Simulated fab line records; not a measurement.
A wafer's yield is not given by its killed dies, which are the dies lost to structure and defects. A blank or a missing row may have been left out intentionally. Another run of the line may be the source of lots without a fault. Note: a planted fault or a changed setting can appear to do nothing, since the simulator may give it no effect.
Which of the tools did it? :: flow sky130 :: 18 wafers from 6 lots sampled at 2 of the route's 708 steps

## WHAT EACH GAUGE READ, for each wafer
SKY_VT_ADJUST_HVTP_TW_MEAS_11.
lot: L680
measured: day 6 16:32
on: film-metro-04
VT_ADJUST_HVTP_TW: 1366 1374 1371

lot: L684
measured: day 7 06:37
on: film-metro-02
VT_ADJUST_HVTP_TW: 1364 1372 1364

lot: L687
measured: day 7 22:16
on: film-metro-01
VT_ADJUST_HVTP_TW: 1341 1337 1333

lot: L695
measured: day 10 20:23
on: film-metro-01
VT_ADJUST_HVTP_TW: 1248 1256 1251

lot: L699
measured: day 11 09:46
on: film-metro-02
VT_ADJUST_HVTP_TW: 1349 1362 1362

lot: L701
measured: day 12 03:35
on: film-metro-02
VT_ADJUST_HVTP_TW: 1379 1373 1368

## WHAT TOOL EACH LOT RAN ON (gives the tool, then ch and the chambers of the sampled wafers, and finally the start)
lot: L680
SKY_VT_ADJUST_HVTP_IMPLANT_09: implanter-01 ch 0, day 6 16:19

lot: L684
SKY_VT_ADJUST_HVTP_IMPLANT_09: implanter-01 ch 0, day 7 06:22

lot: L687
SKY_VT_ADJUST_HVTP_IMPLANT_09: implanter-01 ch 0, day 7 22:03

lot: L695
SKY_VT_ADJUST_HVTP_IMPLANT_09: implanter-02 ch 0, day 10 20:09

lot: L699
SKY_VT_ADJUST_HVTP_IMPLANT_09: implanter-04 ch 0, day 11 09:31

lot: L701
SKY_VT_ADJUST_HVTP_IMPLANT_09: implanter-04 ch 0, day 12 03:22
- SKY_VT_ADJUST_HVTP_IMPLANT_09

## THE ANSWER, worked out from the rows above alone
Rule: what is usual is taken from the lots themselves. The widest of any qualifying gaps counts: lots, ordered by their means at a reading, are off when they make up no more than a third of the lots, leave a main group of 4 or more, and stand apart from it by 3 or more times the standard deviation of that group's means. The tables above print the reading to a certain number of digits; a main group whose means all agree to those digits is not used. A lot without any number at a reading at which 4 lots or more have one is off too. Where the step has rows for the other lots, those lots are counted as sound.
Off: at SKY_VT_ADJUST_HVTP_TW_MEAS_11 (VT_ADJUST_HVTP_TW), L695. Mean 1361 and standard deviation 13 in the main group.
A tool fits if, at a process step before that reading, it ran every lot that is off, and no sound lot after the first of them. Those tools and the gauges at SKY_VT_ADJUST_HVTP_TW_MEAS_11 are tried in the same way. 2 tools fit, implanter-02 at SKY_VT_ADJUST_HVTP_IMPLANT_09 and film-metro-01 at SKY_VT_ADJUST_HVTP_TW_MEAS_11, so this cannot tell which one it is.

## WHAT THE SIMULATOR PUT IN
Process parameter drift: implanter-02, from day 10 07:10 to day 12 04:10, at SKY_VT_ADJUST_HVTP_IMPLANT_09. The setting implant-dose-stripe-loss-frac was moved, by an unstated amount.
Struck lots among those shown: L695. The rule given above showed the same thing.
